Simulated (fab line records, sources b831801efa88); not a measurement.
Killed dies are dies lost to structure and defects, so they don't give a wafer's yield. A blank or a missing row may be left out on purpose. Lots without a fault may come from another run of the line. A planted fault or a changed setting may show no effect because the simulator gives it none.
Which tool did it? | flow gf180mcu | 7 lots, 21 wafers sampled, at 2 steps of a route of 602

WHAT THE GAUGES READ, wafer by wafer
GF_HV_LDD_TW_MEAS_50.
lot  | measured     | on            | HV_LDD_4_TW
L941 | day 13 03:16 | film_metro-02 | 577 577 577
L943 | day 13 23:17 | film_metro-01 | 576 574 572
L947 | day 14 15:00 | film_metro-01 | 571 569 571
L949 | day 15 20:53 | film_metro-04 | 559 553 556
L956 | day 18 06:14 | film_metro-02 | 574 579 575
L958 | day 18 20:02 | film_metro-04 | 678 678 677
L962 | day 20 00:01 | film_metro-01 | 570 570 567

WHICH TOOL RAN EACH LOT (tool, then ch and the chambers of the sampled wafers, then the start)
lot  | GF_HV_LDD_IMPLANT_48
L941 | implanter-04 ch 0, day 13 03:01
L943 | implanter-04 ch 0, day 13 23:02
L947 | implanter-04 ch 0, day 14 14:47
L949 | implanter-03 ch 0, day 15 20:38
L956 | implanter-04 ch 0, day 18 06:01
L958 | implanter-04 ch 0, day 18 19:47
L962 | implanter-03 ch 0, day 19 23:46
- GF_HV_LDD_IMPLANT_48

THE ANSWER, worked out from the rows above alone
Rule: what is usual is taken from the lots themselves. Put in order of their means at a reading, lots are off if they are a third of the lots or fewer, leave a main group of 4 or more, and stand apart from it by a gap of 3 or more times the standard deviation of the main group's means; of several such gaps the widest counts. A main group whose means are all the same, to the digits that the tables above print for the reading, isn't used. A lot without any number at a reading at which 4 lots or more have one is off too. The other lots that the step has rows for count as sound.
Off: L958, at GF_HV_LDD_TW_MEAS_50 (HV_LDD_4_TW). The main group: mean 570, standard deviation 7.
A tool fits if, at a process step before that reading, it ran every lot that is off, and no sound lot after the first of them. The gauges at GF_HV_LDD_TW_MEAS_50 are tried like those tools. Can't be told from this: 2 tools fit, implanter-04 at GF_HV_LDD_IMPLANT_48, film_metro-04 at GF_HV_LDD_TW_MEAS_50.

WHAT THE SIMULATOR HAD PUT IN
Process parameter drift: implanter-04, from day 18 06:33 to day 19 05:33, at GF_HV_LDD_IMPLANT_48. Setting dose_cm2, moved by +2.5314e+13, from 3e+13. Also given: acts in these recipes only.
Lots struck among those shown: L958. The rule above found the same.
